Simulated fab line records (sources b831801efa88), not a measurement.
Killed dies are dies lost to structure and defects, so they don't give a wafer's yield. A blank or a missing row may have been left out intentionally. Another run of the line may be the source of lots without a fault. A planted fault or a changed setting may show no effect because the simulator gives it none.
fab line records || flow sky130 || part 2 of 2: steps 25 to 34 of 34
record: {"lots": 5, "wafers": 15, "last-day": 48}
route steps=708 shown VIA4@658 METAL5@661 PASSIVATION@681
lots with no fault: from the same line, run without faults
start-h: hours from the record's opening day to when the first of the lot's shown wafers began || wait-h: hours from the lot's prior step to this one || " as in the row above || L1.1+2: a row that stands for several wafers || - no value, or no start given || * or withheld: withheld || < > ~ a bound
route shown NAME@n: a module of which the file shows steps, and the number in the route of the first || usual: mean/standard deviation of fault-free wafers || same: alike in all rows || chamber/n: place in a boat || sites: the reading at each site || _std_site: standard deviation across them || _edge_site: inner sites' mean taken away from outer sites' mean || radius-mm: for every site, how far away it sits from the centre of the wafer || mask NAME#n: copy n || behind: the tool/chamber that last shaped the wafer || hold: why the lot was held/for how many hours/how that ended || device: transistor that didn't switch, given as n, p or np || end of line: tests run on the same wafers once the route is complete || step lacking rows: just its recipe || killed: count of dies lost to structure and defects at first sort (not the wafer's yield) || map: a wafer's dies, marking killed ones x, the rest . and places with no die _
set.NAME: setting as actually run; set.NAME@STEP: the setting as run at that earlier step || model.NAME: the simulator's own value behind a step, which no gauge read
lots at selected steps of the route; one table per step, one row per wafer
services: a tool's chamber out of use, with start hour (start-h, from the record's first day; less than 0 if before it), hours out, and reason
== steps ==
step: SKY_PASSIVATION_THK_MEAS_01
recipe: {"reads": "SiO2_of_PASSIVATION_CVD_00"}
usual: {"PASSIVATION_CVD_00_THK": "90.3/1.5"}
{"lot.wafer": "L076.2", "tool": "film-metro-04", "chamber": "-", "start-h": 1049.61, "wait-h": "-", "PASSIVATION_CVD_00_THK[nm]": 89.3}
{"lot.wafer": "L076.5", "tool": "film-metro-04", "chamber": "-", "start-h": 1049.61, "wait-h": "-", "PASSIVATION_CVD_00_THK[nm]": 87.5}
{"lot.wafer": "L076.6", "tool": "film-metro-04", "chamber": "-", "start-h": 1049.61, "wait-h": "-", "PASSIVATION_CVD_00_THK[nm]": 89.7}
{"lot.wafer": "L081.1", "tool": "film-metro-03", "chamber": "-", "start-h": 1076.71, "wait-h": "-", "PASSIVATION_CVD_00_THK[nm]": 89.4}
{"lot.wafer": "L081.5", "tool": "film-metro-03", "chamber": "-", "start-h": 1076.71, "wait-h": "-", "PASSIVATION_CVD_00_THK[nm]": 90.6}
{"lot.wafer": "L081.6", "tool": "film-metro-03", "chamber": "-", "start-h": 1076.71, "wait-h": "-", "PASSIVATION_CVD_00_THK[nm]": 92.4}
{"lot.wafer": "L083.3", "tool": "film-metro-03", "chamber": "-", "start-h": 1100.81, "wait-h": "-", "PASSIVATION_CVD_00_THK[nm]": 90.3}
{"lot.wafer": "L083.4", "tool": "film-metro-03", "chamber": "-", "start-h": 1100.81, "wait-h": "-", "PASSIVATION_CVD_00_THK[nm]": 90.9}
{"lot.wafer": "L083.6", "tool": "film-metro-03", "chamber": "-", "start-h": 1100.81, "wait-h": "-", "PASSIVATION_CVD_00_THK[nm]": 89.2}
{"lot.wafer": "L084.2", "tool": "film-metro-03", "chamber": "-", "start-h": 1103.13, "wait-h": "-", "PASSIVATION_CVD_00_THK[nm]": 89.9}
{"lot.wafer": "L084.3", "tool": "film-metro-03", "chamber": "-", "start-h": 1103.13, "wait-h": "-", "PASSIVATION_CVD_00_THK[nm]": 88.1}
{"lot.wafer": "L084.5", "tool": "film-metro-03", "chamber": "-", "start-h": 1103.13, "wait-h": "-", "PASSIVATION_CVD_00_THK[nm]": 90.2}
{"lot.wafer": "L086.2", "tool": "film-metro-01", "chamber": "-", "start-h": 1113.70, "wait-h": "-", "PASSIVATION_CVD_00_THK[nm]": 87.4}
{"lot.wafer": "L086.3", "tool": "film-metro-01", "chamber": "-", "start-h": 1113.70, "wait-h": "-", "PASSIVATION_CVD_00_THK[nm]": 89.2}
{"lot.wafer": "L086.5", "tool": "film-metro-01", "chamber": "-", "start-h": 1113.70, "wait-h": "-", "PASSIVATION_CVD_00_THK[nm]": 91.8}
step: SKY_PASSIVATION_CVD_02
recipe: {"material": "Si3N4", "target-thk-nm": 540, "temp-c": 400, "time-s": "withheld", "rf-w": 450}
usual: {"heater-power-w": "694/120"}
{"lot.wafer": "L076.2", "tool": "pecvd-04", "chamber": 0, "start-h": 1049.66, "wait-h": 0.0, "heater-power-w": 807}
{"lot.wafer": "L076.5", "tool": "pecvd-04", "chamber": 2, "start-h": 1049.66, "wait-h": 0.0, "heater-power-w": 676}
{"lot.wafer": "L076.6", "tool": "pecvd-04", "chamber": 0, "start-h": 1049.66, "wait-h": 0.0, "heater-power-w": 702}
{"lot.wafer": "L081.1", "tool": "pecvd-04", "chamber": 1, "start-h": 1076.77, "wait-h": 0.1, "heater-power-w": 744}
{"lot.wafer": "L081.5", "tool": "pecvd-04", "chamber": 2, "start-h": 1076.77, "wait-h": 0.1, "heater-power-w": 751}
{"lot.wafer": "L081.6", "tool": "pecvd-04", "chamber": 0, "start-h": 1076.77, "wait-h": 0.1, "heater-power-w": 659}
{"lot.wafer": "L083.3", "tool": "pecvd-02", "chamber": 0, "start-h": 1100.85, "wait-h": 0.0, "heater-power-w": 530}
{"lot.wafer": "L083.4", "tool": "pecvd-02", "chamber": 2, "start-h": 1100.85, "wait-h": 0.0, "heater-power-w": 606}
{"lot.wafer": "L083.6", "tool": "pecvd-02", "chamber": 0, "start-h": 1100.85, "wait-h": 0.0, "heater-power-w": 556}
{"lot.wafer": "L084.2", "tool": "pecvd-01", "chamber": 0, "start-h": 1103.18, "wait-h": 0.0, "heater-power-w": 627}
{"lot.wafer": "L084.3", "tool": "pecvd-01", "chamber": 2, "start-h": 1103.18, "wait-h": 0.0, "heater-power-w": 608}
{"lot.wafer": "L084.5", "tool": "pecvd-01", "chamber": 0, "start-h": 1103.18, "wait-h": 0.0, "heater-power-w": 667}
{"lot.wafer": "L086.2", "tool": "pecvd-02", "chamber": 0, "start-h": 1113.75, "wait-h": 0.0, "heater-power-w": 604}
{"lot.wafer": "L086.3", "tool": "pecvd-02", "chamber": 1, "start-h": 1113.75, "wait-h": 0.0, "heater-power-w": 949}
{"lot.wafer": "L086.5", "tool": "pecvd-02", "chamber": 2, "start-h": 1113.75, "wait-h": 0.0, "heater-power-w": 603}
step: SKY_PASSIVATION_THK_MEAS_03
recipe: {"reads": "Si3N4_of_PASSIVATION_CVD_02"}
usual: {"PASSIVATION_CVD_02_THK": "539/8.5"}
{"lot.wafer": "L076.2", "tool": "film-metro-03", "chamber": "-", "start-h": 1050.01, "wait-h": "-", "PASSIVATION_CVD_02_THK[nm]": 534}
{"lot.wafer": "L076.5", "tool": "film-metro-03", "chamber": "-", "start-h": 1050.01, "wait-h": "-", "PASSIVATION_CVD_02_THK[nm]": 541}
{"lot.wafer": "L076.6", "tool": "film-metro-03", "chamber": "-", "start-h": 1050.01, "wait-h": "-", "PASSIVATION_CVD_02_THK[nm]": 542}
{"lot.wafer": "L081.1", "tool": "film-metro-03", "chamber": "-", "start-h": 1077.00, "wait-h": "-", "PASSIVATION_CVD_02_THK[nm]": 538}
{"lot.wafer": "L081.5", "tool": "film-metro-03", "chamber": "-", "start-h": 1077.00, "wait-h": "-", "PASSIVATION_CVD_02_THK[nm]": 548}
{"lot.wafer": "L081.6", "tool": "film-metro-03", "chamber": "-", "start-h": 1077.00, "wait-h": "-", "PASSIVATION_CVD_02_THK[nm]": 538}
{"lot.wafer": "L083.3", "tool": "film-metro-03", "chamber": "-", "start-h": 1101.09, "wait-h": "-", "PASSIVATION_CVD_02_THK[nm]": 535}
{"lot.wafer": "L083.4", "tool": "film-metro-03", "chamber": "-", "start-h": 1101.09, "wait-h": "-", "PASSIVATION_CVD_02_THK[nm]": 540}
{"lot.wafer": "L083.6", "tool": "film-metro-03", "chamber": "-", "start-h": 1101.09, "wait-h": "-", "PASSIVATION_CVD_02_THK[nm]": 539}
{"lot.wafer": "L084.2", "tool": "film-metro-01", "chamber": "-", "start-h": 1103.41, "wait-h": "-", "PASSIVATION_CVD_02_THK[nm]": 532}
{"lot.wafer": "L084.3", "tool": "film-metro-01", "chamber": "-", "start-h": 1103.41, "wait-h": "-", "PASSIVATION_CVD_02_THK[nm]": 538}
{"lot.wafer": "L084.5", "tool": "film-metro-01", "chamber": "-", "start-h": 1103.41, "wait-h": "-", "PASSIVATION_CVD_02_THK[nm]": 546}
{"lot.wafer": "L086.2", "tool": "film-metro-03", "chamber": "-", "start-h": 1113.99, "wait-h": "-", "PASSIVATION_CVD_02_THK[nm]": 536}
{"lot.wafer": "L086.3", "tool": "film-metro-03", "chamber": "-", "start-h": 1113.99, "wait-h": "-", "PASSIVATION_CVD_02_THK[nm]": 539}
{"lot.wafer": "L086.5", "tool": "film-metro-03", "chamber": "-", "start-h": 1113.99, "wait-h": "-", "PASSIVATION_CVD_02_THK[nm]": 535}
step: SKY_PASSIVATION_DEHYDRATE_04
recipe: {"temp-c": 200, "time-s": 60}
usual: {"chill-plate-temp-C": "23.02/0.1"}
{"lot.wafer": "L076.2", "tool": "litho-track-01", "chamber": 0, "start-h": 1060.10, "wait-h": 10.1, "chill-plate-temp-C": 23.13}
{"lot.wafer": "L076.5", "tool": "litho-track-01", "chamber": 0, "start-h": 1060.10, "wait-h": 10.1, "chill-plate-temp-C": 23.06}
{"lot.wafer": "L076.6", "tool": "litho-track-01", "chamber": 0, "start-h": 1060.10, "wait-h": 10.1, "chill-plate-temp-C": 22.96}
{"lot.wafer": "L081.1", "tool": "litho-track-04", "chamber": 0, "start-h": 1087.24, "wait-h": 10.2, "chill-plate-temp-C": 23.03}
{"lot.wafer": "L081.5", "tool": "litho-track-04", "chamber": 0, "start-h": 1087.24, "wait-h": 10.2, "chill-plate-temp-C": 23.12}
{"lot.wafer": "L081.6", "tool": "litho-track-04", "chamber": 0, "start-h": 1087.24, "wait-h": 10.2, "chill-plate-temp-C": 23.00}
{"lot.wafer": "L083.3", "tool": "litho-track-03", "chamber": 0, "start-h": 1110.99, "wait-h": 9.9, "chill-plate-temp-C": 23.19}
{"lot.wafer": "L083.4", "tool": "litho-track-03", "chamber": 0, "start-h": 1110.99, "wait-h": 9.9, "chill-plate-temp-C": 22.99}
{"lot.wafer": "L083.6", "tool": "litho-track-03", "chamber": 0, "start-h": 1110.99, "wait-h": 9.9, "chill-plate-temp-C": 23.04}
{"lot.wafer": "L084.2", "tool": "litho-track-01", "chamber": 0, "start-h": 1113.25, "wait-h": 9.8, "chill-plate-temp-C": 22.96}
{"lot.wafer": "L084.3", "tool": "litho-track-01", "chamber": 0, "start-h": 1113.25, "wait-h": 9.8, "chill-plate-temp-C": 23.08}
{"lot.wafer": "L084.5", "tool": "litho-track-01", "chamber": 0, "start-h": 1113.25, "wait-h": 9.8, "chill-plate-temp-C": 23.00}
{"lot.wafer": "L086.2", "tool": "litho-track-01", "chamber": 0, "start-h": 1123.25, "wait-h": 9.3, "chill-plate-temp-C": 23.18}
{"lot.wafer": "L086.3", "tool": "litho-track-01", "chamber": 0, "start-h": 1123.25, "wait-h": 9.3, "chill-plate-temp-C": 23.00}
{"lot.wafer": "L086.5", "tool": "litho-track-01", "chamber": 0, "start-h": 1123.25, "wait-h": 9.3, "chill-plate-temp-C": 23.09}
step: SKY_PASSIVATION_HMDS_05
recipe: {"prime-time-s": 60, "prime-temp-c": 120}
usual: {"chill-plate-temp-C": "23.00/0.1"}
{"lot.wafer": "L076.2", "tool": "litho-track-01", "chamber": 0, "start-h": 1060.25, "wait-h": 0.1, "chill-plate-temp-C": 23.03}
{"lot.wafer": "L076.5", "tool": "litho-track-01", "chamber": 0, "start-h": 1060.25, "wait-h": 0.1, "chill-plate-temp-C": 22.99}
{"lot.wafer": "L076.6", "tool": "litho-track-01", "chamber": 0, "start-h": 1060.25, "wait-h": 0.1, "chill-plate-temp-C": 23.04}
{"lot.wafer": "L081.1", "tool": "litho-track-04", "chamber": 0, "start-h": 1087.39, "wait-h": 0.1, "chill-plate-temp-C": 23.03}
{"lot.wafer": "L081.5", "tool": "litho-track-04", "chamber": 0, "start-h": 1087.39, "wait-h": 0.1, "chill-plate-temp-C": 23.10}
{"lot.wafer": "L081.6", "tool": "litho-track-04", "chamber": 0, "start-h": 1087.39, "wait-h": 0.1, "chill-plate-temp-C": 23.09}
{"lot.wafer": "L083.3", "tool": "litho-track-03", "chamber": 0, "start-h": 1111.14, "wait-h": 0.1, "chill-plate-temp-C": 22.91}
{"lot.wafer": "L083.4", "tool": "litho-track-03", "chamber": 0, "start-h": 1111.14, "wait-h": 0.1, "chill-plate-temp-C": 22.95}
{"lot.wafer": "L083.6", "tool": "litho-track-03", "chamber": 0, "start-h": 1111.14, "wait-h": 0.1, "chill-plate-temp-C": 22.96}
{"lot.wafer": "L084.2", "tool": "litho-track-01", "chamber": 0, "start-h": 1113.40, "wait-h": 0.1, "chill-plate-temp-C": 23.24}
{"lot.wafer": "L084.3", "tool": "litho-track-01", "chamber": 0, "start-h": 1113.40, "wait-h": 0.1, "chill-plate-temp-C": 23.07}
{"lot.wafer": "L084.5", "tool": "litho-track-01", "chamber": 0, "start-h": 1113.40, "wait-h": 0.1, "chill-plate-temp-C": 23.04}
{"lot.wafer": "L086.2", "tool": "litho-track-01", "chamber": 0, "start-h": 1123.40, "wait-h": 0.1, "chill-plate-temp-C": 23.01}
{"lot.wafer": "L086.3", "tool": "litho-track-01", "chamber": 0, "start-h": 1123.40, "wait-h": 0.1, "chill-plate-temp-C": 22.99}
{"lot.wafer": "L086.5", "tool": "litho-track-01", "chamber": 0, "start-h": 1123.40, "wait-h": 0.1, "chill-plate-temp-C": 22.86}
step: SKY_PASSIVATION_COAT_06
recipe: {"spin-rpm": 2000, "resist-thk-nm": 3000}
usual: {"chill-plate-temp-C": "23.00/0.1"}
{"lot.wafer": "L076.2", "tool": "litho-track-01", "chamber": 0, "start-h": 1060.40, "wait-h": 0.1, "chill-plate-temp-C": 23.02}
{"lot.wafer": "L076.5", "tool": "litho-track-01", "chamber": 0, "start-h": 1060.40, "wait-h": 0.1, "chill-plate-temp-C": 23.01}
{"lot.wafer": "L076.6", "tool": "litho-track-01", "chamber": 0, "start-h": 1060.40, "wait-h": 0.1, "chill-plate-temp-C": 23.17}
{"lot.wafer": "L081.1", "tool": "litho-track-04", "chamber": 0, "start-h": 1087.54, "wait-h": 0.1, "chill-plate-temp-C": 22.93}
{"lot.wafer": "L081.5", "tool": "litho-track-04", "chamber": 0, "start-h": 1087.54, "wait-h": 0.1, "chill-plate-temp-C": 23.03}
{"lot.wafer": "L081.6", "tool": "litho-track-04", "chamber": 0, "start-h": 1087.54, "wait-h": 0.1, "chill-plate-temp-C": 23.01}
{"lot.wafer": "L083.3", "tool": "litho-track-03", "chamber": 0, "start-h": 1111.29, "wait-h": 0.1, "chill-plate-temp-C": 23.08}
{"lot.wafer": "L083.4", "tool": "litho-track-03", "chamber": 0, "start-h": 1111.29, "wait-h": 0.1, "chill-plate-temp-C": 22.99}
{"lot.wafer": "L083.6", "tool": "litho-track-03", "chamber": 0, "start-h": 1111.29, "wait-h": 0.1, "chill-plate-temp-C": 22.88}
{"lot.wafer": "L084.2", "tool": "litho-track-01", "chamber": 0, "start-h": 1113.55, "wait-h": 0.1, "chill-plate-temp-C": 23.01}
{"lot.wafer": "L084.3", "tool": "litho-track-01", "chamber": 0, "start-h": 1113.55, "wait-h": 0.1, "chill-plate-temp-C": 23.03}
{"lot.wafer": "L084.5", "tool": "litho-track-01", "chamber": 0, "start-h": 1113.55, "wait-h": 0.1, "chill-plate-temp-C": 22.83}
{"lot.wafer": "L086.2", "tool": "litho-track-01", "chamber": 0, "start-h": 1123.55, "wait-h": 0.1, "chill-plate-temp-C": 22.94}
{"lot.wafer": "L086.3", "tool": "litho-track-01", "chamber": 0, "start-h": 1123.55, "wait-h": 0.1, "chill-plate-temp-C": 23.06}
{"lot.wafer": "L086.5", "tool": "litho-track-01", "chamber": 0, "start-h": 1123.55, "wait-h": 0.1, "chill-plate-temp-C": 23.03}
step: SKY_PASSIVATION_SOFTBAKE_07
recipe: {"temp-c": 110, "time-s": "withheld"}
usual: {"chill-plate-temp-C": "23.00/0.1"}
{"lot.wafer": "L076.2", "tool": "litho-track-01", "chamber": 0, "start-h": 1060.56, "wait-h": 0.1, "chill-plate-temp-C": 22.85}
{"lot.wafer": "L076.5", "tool": "litho-track-01", "chamber": 0, "start-h": 1060.56, "wait-h": 0.1, "chill-plate-temp-C": 22.90}
{"lot.wafer": "L076.6", "tool": "litho-track-01", "chamber": 0, "start-h": 1060.56, "wait-h": 0.1, "chill-plate-temp-C": 22.93}
{"lot.wafer": "L081.1", "tool": "litho-track-04", "chamber": 0, "start-h": 1087.69, "wait-h": 0.1, "chill-plate-temp-C": 22.93}
{"lot.wafer": "L081.5", "tool": "litho-track-04", "chamber": 0, "start-h": 1087.69, "wait-h": 0.1, "chill-plate-temp-C": 22.89}
{"lot.wafer": "L081.6", "tool": "litho-track-04", "chamber": 0, "start-h": 1087.69, "wait-h": 0.1, "chill-plate-temp-C": 22.85}
{"lot.wafer": "L083.3", "tool": "litho-track-03", "chamber": 0, "start-h": 1111.45, "wait-h": 0.1, "chill-plate-temp-C": 22.96}
{"lot.wafer": "L083.4", "tool": "litho-track-03", "chamber": 0, "start-h": 1111.45, "wait-h": 0.1, "chill-plate-temp-C": 22.98}
{"lot.wafer": "L083.6", "tool": "litho-track-03", "chamber": 0, "start-h": 1111.45, "wait-h": 0.1, "chill-plate-temp-C": 23.01}
{"lot.wafer": "L084.2", "tool": "litho-track-01", "chamber": 0, "start-h": 1113.71, "wait-h": 0.1, "chill-plate-temp-C": 22.91}
{"lot.wafer": "L084.3", "tool": "litho-track-01", "chamber": 0, "start-h": 1113.71, "wait-h": 0.1, "chill-plate-temp-C": 22.83}
{"lot.wafer": "L084.5", "tool": "litho-track-01", "chamber": 0, "start-h": 1113.71, "wait-h": 0.1, "chill-plate-temp-C": 22.99}
{"lot.wafer": "L086.2", "tool": "litho-track-01", "chamber": 0, "start-h": 1123.71, "wait-h": 0.1, "chill-plate-temp-C": 22.97}
{"lot.wafer": "L086.3", "tool": "litho-track-01", "chamber": 0, "start-h": 1123.71, "wait-h": 0.1, "chill-plate-temp-C": 23.13}
{"lot.wafer": "L086.5", "tool": "litho-track-01", "chamber": 0, "start-h": 1123.71, "wait-h": 0.1, "chill-plate-temp-C": 22.80}
step: SKY_PASSIVATION_EXPOSE_08
recipe: {"mask-id": "NSM", "target-cd-nm": 3000, "na": 0.57, "dose-mj": 260}
usual: {"stage-vel-mm-s": "499.97/0.24"}
{"lot.wafer": "L076.2", "tool": "iline-stepper-01", "chamber": 0, "start-h": "-", "wait-h": "-", "mask": "NSM#0", "stage-vel-mm-s": 500.07}
{"lot.wafer": "L076.5", "tool": "iline-stepper-01", "chamber": 0, "start-h": "-", "wait-h": "-", "mask": "NSM#0", "stage-vel-mm-s": 500.49}
{"lot.wafer": "L076.6", "tool": "iline-stepper-01", "chamber": 0, "start-h": "-", "wait-h": "-", "mask": "NSM#0", "stage-vel-mm-s": 500.19}
{"lot.wafer": "L081.1", "tool": "iline-stepper-01", "chamber": 0, "start-h": "-", "wait-h": "-", "mask": "NSM#0", "stage-vel-mm-s": 500.19}
{"lot.wafer": "L081.5", "tool": "iline-stepper-01", "chamber": 0, "start-h": "-", "wait-h": "-", "mask": "NSM#0", "stage-vel-mm-s": 500.18}
{"lot.wafer": "L081.6", "tool": "iline-stepper-01", "chamber": 0, "start-h": "-", "wait-h": "-", "mask": "NSM#0", "stage-vel-mm-s": 499.91}
{"lot.wafer": "L083.3", "tool": "iline-stepper-02", "chamber": 0, "start-h": "-", "wait-h": "-", "mask": "NSM#0", "stage-vel-mm-s": 500.41}
{"lot.wafer": "L083.4", "tool": "iline-stepper-02", "chamber": 0, "start-h": "-", "wait-h": "-", "mask": "NSM#0", "stage-vel-mm-s": 500.19}
{"lot.wafer": "L083.6", "tool": "iline-stepper-02", "chamber": 0, "start-h": "-", "wait-h": "-", "mask": "NSM#0", "stage-vel-mm-s": 499.96}
{"lot.wafer": "L084.2", "tool": "iline-stepper-02", "chamber": 0, "start-h": "-", "wait-h": "-", "mask": "NSM#0", "stage-vel-mm-s": 500.11}
{"lot.wafer": "L084.3", "tool": "iline-stepper-02", "chamber": 0, "start-h": "-", "wait-h": "-", "mask": "NSM#0", "stage-vel-mm-s": 500.15}
{"lot.wafer": "L084.5", "tool": "iline-stepper-02", "chamber": 0, "start-h": "-", "wait-h": "-", "mask": "NSM#0", "stage-vel-mm-s": 500.07}
{"lot.wafer": "L086.2", "tool": "iline-stepper-02", "chamber": 0, "start-h": "-", "wait-h": "-", "mask": "NSM#0", "stage-vel-mm-s": 500.19}
{"lot.wafer": "L086.3", "tool": "iline-stepper-02", "chamber": 0, "start-h": "-", "wait-h": "-", "mask": "NSM#0", "stage-vel-mm-s": 500.12}
{"lot.wafer": "L086.5", "tool": "iline-stepper-02", "chamber": 0, "start-h": "-", "wait-h": "-", "mask": "NSM#0", "stage-vel-mm-s": 500.24}
step: SKY_PASSIVATION_PEB_09
recipe: {"temp-c": 115, "time-s": "withheld"}
usual: {"chill-plate-temp-C": "23.00/0.097"}
{"lot.wafer": "L076.2", "tool": "litho-track-01", "chamber": 0, "start-h": "-", "wait-h": "-", "chill-plate-temp-C": 22.87}
{"lot.wafer": "L076.5", "tool": "litho-track-01", "chamber": 0, "start-h": "-", "wait-h": "-", "chill-plate-temp-C": 23.02}
{"lot.wafer": "L076.6", "tool": "litho-track-01", "chamber": 0, "start-h": "-", "wait-h": "-", "chill-plate-temp-C": 22.90}
{"lot.wafer": "L081.1", "tool": "litho-track-01", "chamber": 0, "start-h": "-", "wait-h": "-", "chill-plate-temp-C": 22.87}
{"lot.wafer": "L081.5", "tool": "litho-track-01", "chamber": 0, "start-h": "-", "wait-h": "-", "chill-plate-temp-C": 23.04}
{"lot.wafer": "L081.6", "tool": "litho-track-01", "chamber": 0, "start-h": "-", "wait-h": "-", "chill-plate-temp-C": 23.05}
{"lot.wafer": "L083.3", "tool": "litho-track-03", "chamber": 0, "start-h": "-", "wait-h": "-", "chill-plate-temp-C": 22.99}
{"lot.wafer": "L083.4", "tool": "litho-track-03", "chamber": 0, "start-h": "-", "wait-h": "-", "chill-plate-temp-C": 22.89}
{"lot.wafer": "L083.6", "tool": "litho-track-03", "chamber": 0, "start-h": "-", "wait-h": "-", "chill-plate-temp-C": 23.02}
{"lot.wafer": "L084.2", "tool": "litho-track-03", "chamber": 0, "start-h": "-", "wait-h": "-", "chill-plate-temp-C": 23.06}
{"lot.wafer": "L084.3", "tool": "litho-track-03", "chamber": 0, "start-h": "-", "wait-h": "-", "chill-plate-temp-C": 22.93}
{"lot.wafer": "L084.5", "tool": "litho-track-03", "chamber": 0, "start-h": "-", "wait-h": "-", "chill-plate-temp-C": 23.00}
{"lot.wafer": "L086.2", "tool": "litho-track-03", "chamber": 0, "start-h": "-", "wait-h": "-", "chill-plate-temp-C": 23.11}
{"lot.wafer": "L086.3", "tool": "litho-track-03", "chamber": 0, "start-h": "-", "wait-h": "-", "chill-plate-temp-C": 22.79}
{"lot.wafer": "L086.5", "tool": "litho-track-03", "chamber": 0, "start-h": "-", "wait-h": "-", "chill-plate-temp-C": 23.02}
step: SKY_PASSIVATION_DEVELOP_10
recipe: {"develop-time-s": 60, "dev-temp-c": 23}
usual: {"chill-plate-temp-C": "23.03/0.12"}
{"lot.wafer": "L076.2", "tool": "litho-track-01", "chamber": 0, "start-h": "-", "wait-h": "-", "chill-plate-temp-C": 23.07}
{"lot.wafer": "L076.5", "tool": "litho-track-01", "chamber": 0, "start-h": "-", "wait-h": "-", "chill-plate-temp-C": 22.98}
{"lot.wafer": "L076.6", "tool": "litho-track-01", "chamber": 0, "start-h": "-", "wait-h": "-", "chill-plate-temp-C": 23.06}
{"lot.wafer": "L081.1", "tool": "litho-track-01", "chamber": 0, "start-h": "-", "wait-h": "-", "chill-plate-temp-C": 22.94}
{"lot.wafer": "L081.5", "tool": "litho-track-01", "chamber": 0, "start-h": "-", "wait-h": "-", "chill-plate-temp-C": 22.93}
{"lot.wafer": "L081.6", "tool": "litho-track-01", "chamber": 0, "start-h": "-", "wait-h": "-", "chill-plate-temp-C": 22.96}
{"lot.wafer": "L083.3", "tool": "litho-track-03", "chamber": 0, "start-h": "-", "wait-h": "-", "chill-plate-temp-C": 23.01}
{"lot.wafer": "L083.4", "tool": "litho-track-03", "chamber": 0, "start-h": "-", "wait-h": "-", "chill-plate-temp-C": 22.92}
{"lot.wafer": "L083.6", "tool": "litho-track-03", "chamber": 0, "start-h": "-", "wait-h": "-", "chill-plate-temp-C": 22.98}
{"lot.wafer": "L084.2", "tool": "litho-track-03", "chamber": 0, "start-h": "-", "wait-h": "-", "chill-plate-temp-C": 22.93}
{"lot.wafer": "L084.3", "tool": "litho-track-03", "chamber": 0, "start-h": "-", "wait-h": "-", "chill-plate-temp-C": 23.00}
{"lot.wafer": "L084.5", "tool": "litho-track-03", "chamber": 0, "start-h": "-", "wait-h": "-", "chill-plate-temp-C": 22.91}
{"lot.wafer": "L086.2", "tool": "litho-track-03", "chamber": 0, "start-h": "-", "wait-h": "-", "chill-plate-temp-C": 23.17}
{"lot.wafer": "L086.3", "tool": "litho-track-03", "chamber": 0, "start-h": "-", "wait-h": "-", "chill-plate-temp-C": 23.19}
{"lot.wafer": "L086.5", "tool": "litho-track-03", "chamber": 0, "start-h": "-", "wait-h": "-", "chill-plate-temp-C": 22.98}
== services ==
{"tool": "cmp-01", "chamber": "-", "start-h": 1008.35, "hours": 5.3, "kind": "pm"}
{"tool": "plasma-asher-02", "chamber": "-", "start-h": 1035.97, "hours": 26.9, "kind": "repair"}
{"tool": "wet-bench-03", "chamber": "-", "start-h": 1041.71, "hours": 1.1, "kind": "repair"}
{"tool": "pvd-sputter-03", "chamber": 1, "start-h": 1042.94, "hours": "-", "kind": "consumable-replace:kit"}
{"tool": "pvd-sputter-03", "chamber": 1, "start-h": 1042.94, "hours": 18.0, "kind": "scheduled-down"}
{"tool": "pvd-sputter-03", "chamber": 1, "start-h": 1042.94, "hours": 18.0, "kind": "vent-cycle"}
{"tool": "pecvd-04", "chamber": 1, "start-h": 1047.64, "hours": 3.6, "kind": "repair"}
{"tool": "pvd-sputter-02", "chamber": 3, "start-h": 1048.96, "hours": "-", "kind": "consumable-replace:kit"}
{"tool": "pvd-sputter-02", "chamber": 3, "start-h": 1048.96, "hours": 18.0, "kind": "scheduled-down"}
{"tool": "pvd-sputter-02", "chamber": 3, "start-h": 1048.96, "hours": 18.0, "kind": "vent-cycle"}
{"tool": "plasma-asher-04", "chamber": "-", "start-h": 1055.25, "hours": 9.0, "kind": "pm"}
{"tool": "cmp-02", "chamber": "-", "start-h": 1060.51, "hours": 3.8, "kind": "repair"}
{"tool": "plasma-asher-02", "chamber": "-", "start-h": 1064.06, "hours": 1.7, "kind": "repair"}
{"tool": "iline-stepper-02", "chamber": "-", "start-h": 1071.34, "hours": 9.2, "kind": "repair"}
{"tool": "pecvd-01", "chamber": "-", "start-h": 1075.03, "hours": 28.1, "kind": "pm"}
{"tool": "iline-stepper-02", "chamber": "-", "start-h": 1080.52, "hours": 1.7, "kind": "pm"}
{"tool": "cmp-02", "chamber": "-", "start-h": 1084.38, "hours": 4.0, "kind": "pm"}
{"tool": "pecvd-02", "chamber": "-", "start-h": 1089.06, "hours": 2.8, "kind": "pm"}
{"tool": "pvd-sputter-02", "chamber": "-", "start-h": 1098.26, "hours": 3.7, "kind": "repair"}
{"tool": "pvd-sputter-04", "chamber": 3, "start-h": 1100.81, "hours": "-", "kind": "consumable-replace:kit"}
{"tool": "pvd-sputter-04", "chamber": 3, "start-h": 1100.81, "hours": 18.0, "kind": "scheduled-down"}
{"tool": "pvd-sputter-04", "chamber": 3, "start-h": 1100.81, "hours": 18.0, "kind": "vent-cycle"}
{"tool": "pecvd-04", "chamber": "-", "start-h": 1115.71, "hours": 2.8, "kind": "repair"}
{"tool": "plasma-asher-01", "chamber": "-", "start-h": 1130.71, "hours": 4.0, "kind": "pm"}
